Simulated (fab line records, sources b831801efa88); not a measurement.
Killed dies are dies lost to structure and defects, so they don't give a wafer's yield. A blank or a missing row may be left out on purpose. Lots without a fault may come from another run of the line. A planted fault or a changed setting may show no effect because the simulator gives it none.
A struck lot beside a sound one | flow gf180mcu | 14 steps out of a route of 602
Sound: wafers L828.1, L828.2, L828.3. Struck: wafers L830.1, L830.3, L830.5. The cause comes at the end.
At each step with rows: each side's tool, then ch and its chambers, then its first start. Under that, the readings that differ: sound wafers | struck wafers | difference of the means | sigmas: that difference in standard deviations of wafers without a fault.
alike: readings whose means differ by less than 2 such deviations, and words and numbers that are the same on both sides. not compared: withheld readings, readings that some wafer has no value for, bounds like >300 that may hide the same value, and numbers for which the record gives no deviation and whose values overlap.
The two part at a step that has a row with sigmas, a row that says differs or no value, or rows on one side only. Numbers that don't overlap but have no deviation are shown without sigmas and don't part them. A reading that every wafer of one side lacks parts them only if that side has two wafers or more.

first, 1 step without rows for these wafers: GF_V2_CMP_26 (polishes, stops on SiO2, t overpolish 15 s, target thk 0 nm).
GF_M3_SPUTTER_00: material Ti, target thk 37.5 nm, time 150 s.
  sound on pvd_sputter-02, day 22 07:08; struck on pvd_sputter-04, day 22 21:16
  alike: throttle_valve_pct
GF_M3_SPUTTER_01: material TiN, target thk 30 nm, time 25 s.
  sound on pvd_sputter-02, day 22 07:14; struck on pvd_sputter-04, day 22 21:22
  alike: throttle_valve_pct
GF_M3_SPUTTER_02: material AlCu, target thk 450 nm, time 23.9 s.
  sound on pvd_sputter-02, day 22 07:16; struck on pvd_sputter-04, day 22 21:24
  alike: throttle_valve_pct
GF_M3_SPUTTER_03: material Ti, target thk 10 nm, time 6.7 s.
  sound on pvd_sputter-02, day 22 07:18; struck on pvd_sputter-04, day 22 21:26
  alike: throttle_valve_pct
GF_M3_SPUTTER_04: material TiN, target thk 50 nm, time 41.7 s.
  sound on pvd_sputter-02, day 22 07:19; struck on pvd_sputter-04, day 22 21:27
  alike: throttle_valve_pct
GF_M3_RS_MEAS_05: measures by four-point-probe.
  sound on film_metro-01, day 22 07:22; struck on film_metro-01, day 22 21:29
  alike: M3_ALCU_RS
GF_M3_THK_MEAS_06: measures by xrf.
  sound on film_metro-01, day 22 07:29; struck on film_metro-01, day 22 21:37
  alike: M3_ALCU_THK
then, 4 steps without rows for these wafers: GF_M3_DEHYDRATE_07 (time 60 s); GF_M3_HMDS_08 (prime time 60 s); GF_M3_COAT_09 (resist thk 1000 nm); GF_M3_SOFTBAKE_10 (time 60 s).
GF_M3_EXPOSE_11: exposes mask Metal3, target cd 280 nm.
  sound on krf_scanner-01 ch 0, day 22 19:10; struck on krf_scanner-02, day 23 09:29
  no value came back on the struck wafers for exposure_dose_mJ_cm2, focus_offset_nm (nm); on the sound wafers exposure_dose_mJ_cm2 reads 27.903 27.956 27.970
  alike: mask
then, 1 step without rows for these wafers: GF_M3_PEB_12 (peb time 90 s).

WHERE THEY PART
Only at GF_M3_EXPOSE_11, within this record.

WHY: what the simulator had put in
Skipped step whole: krf_scanner-02, from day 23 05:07 on, at GF_M3_EXPOSE_11. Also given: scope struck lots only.
